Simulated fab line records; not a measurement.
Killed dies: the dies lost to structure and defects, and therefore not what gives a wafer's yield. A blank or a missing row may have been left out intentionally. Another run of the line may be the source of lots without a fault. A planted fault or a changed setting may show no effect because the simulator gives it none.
Which tool is to blame?	flow sky130	Sampling: 14 lots, 42 wafers, 2 of 708 route steps

== WHAT THE GAUGES READ, wafer by wafer ==
SKY_NWELL_RS_MEAS_29: uses a four-point probe to measure. Usual: NWELL_RS gives 624.5 ohm/sq (standard deviation 1.7).
lot	measured	on	NWELL_RS (ohm/sq)	flag
L851	day 5 17:29	film metro-04	627.9 624.6 625.0	
L852	day 5 21:16	film metro-01	624.6 625.2 621.9	
L853	day 6 01:51	film metro-01	624.4 624.9 623.1	
L855	day 6 14:14	film metro-01	623.8 623.5 625.0	
L856	day 6 22:49	film metro-04	624.8 624.3 623.7	
L858	day 7 06:35	film metro-04	624.5 622.9 624.8	
L859	day 7 13:17	film metro-03	623.3 623.6 625.1	
L860	day 7 20:41	film metro-01	624.7 624.3 623.7	
L866	day 9 09:05	film metro-03	632.3 631.9 630.0	OFF
L868	day 9 20:55	film metro-01	631.8 629.7 630.7	OFF
L870	day 10 09:25	film metro-01	622.0 624.1 623.2	
L871	day 10 13:31	film metro-01	627.2 628.0 625.8	
L872	day 10 22:57	film metro-03	626.3 624.7 625.8	
L873	day 11 06:19	film metro-01	627.6 626.8 627.0	

== EACH LOT AND THE TOOL THAT RAN IT (in order: tool; ch and the chambers of the sampled wafers; start) ==
lot	SKY_NWELL_IMPLANT_13
L851	implanter-03 ch 0, day 4 23:28
L852	implanter-02 ch 0, day 5 02:50
L853	implanter-04 ch 0, day 5 07:02
L855	implanter-03 ch 0, day 5 18:02
L856	implanter-04 ch 0, day 6 02:25
L858	implanter-02 ch 0, day 6 09:40
L859	implanter-02 ch 0, day 6 16:08
L860	implanter-02 ch 0, day 6 23:38
L866	implanter-02 ch 0, day 8 11:07
L868	implanter-02 ch 0, day 8 22:41
L870	implanter-04 ch 0, day 9 10:09
L871	implanter-04 ch 0, day 9 14:29
L872	implanter-04 ch 0, day 9 23:32
L873	implanter-03 ch 0, day 10 07:17
- SKY_NWELL_IMPLANT_13

== AS READ BY THE TOOLS THEMSELVES (means over the sampled wafers that have a number; for cases with no such wafer, the mark the record gives instead) ==
SKY_NWELL_IMPLANT_13. Usual: beam energy keV 49.999, standard deviation 0.015; dose ions cm2 6.999e+11, standard deviation 7.3e+08; faraday current uA 3.94, standard deviation 0.076.
lot	tool	beam energy keV	dose ions cm2	faraday current uA	flag
L851	implanter-03	49.996	6.999e+11	3.90	
L852	implanter-02	49.986	6.994e+11	3.88	
L853	implanter-04	50.010	7.007e+11	4.00	
L855	implanter-03	49.993	6.999e+11	3.90	
L856	implanter-04	50.022	7.001e+11	3.87	
L858	implanter-02	50.013	6.994e+11	3.93	
L859	implanter-02	50.012	6.999e+11	3.94	
L860	implanter-02	49.995	6.995e+11	3.95	
L866	implanter-02	50.001	5.075e+11	2.81	OFF
L868	implanter-02	49.989	5.087e+11	2.86	OFF
L870	implanter-04	50.013	6.998e+11	3.99	
L871	implanter-04	50.009	7.002e+11	3.96	
L872	implanter-04	50.012	6.996e+11	3.92	
L873	implanter-03	50.007	6.995e+11	3.98	

== THE ANSWER, worked out from the rows above alone ==
Rule: take the mean of a lot's wafers that have a number; if it is more than 3 standard deviations from the usual mean, the lot is off. Also off: a lot with no number at a reading for which 4 or more lots have one. Any other lot the step has rows for is counted as sound. First the gauges in route order, then the tools' own readings, where a lot's mean is used as printed above. The first step at which some lot is off is used, and at that step the reading that is off furthest; a lot without a number counts as furthest.
Off: L866, L868, seen at SKY_NWELL_RS_MEAS_29 (NWELL_RS).
If a tool, at a process step before that reading, ran all the lots that are off and no sound lot after the first of them, it fits. The gauges at SKY_NWELL_RS_MEAS_29 aren't tried: what is off there is off at SKY_NWELL_IMPLANT_13 too, on other tools, and a gauge's error can't cause that. One fits: implanter-02 at SKY_NWELL_IMPLANT_13. A fault onset in the window from L860 (day 6 23:38, its last sound lot) to L866 (day 8 11:07, its first lot off) fits.
The tool's own readings at SKY_NWELL_IMPLANT_13 bear it out: on the lots that are off they differ by more than 5 times the standard deviation of the sound lots' means. dose ions cm2 reads 5.081e+11 there against 6.998e+11 on the sound lots; faraday current uA reads 2.83 there against 3.94 on the sound lots.

== WHAT THE SIMULATOR HAD PUT IN ==
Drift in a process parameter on implanter-02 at SKY_NWELL_IMPLANT_13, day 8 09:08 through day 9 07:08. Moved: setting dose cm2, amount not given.
Lots struck among those shown: L866, L868. The rule given above showed the same thing.
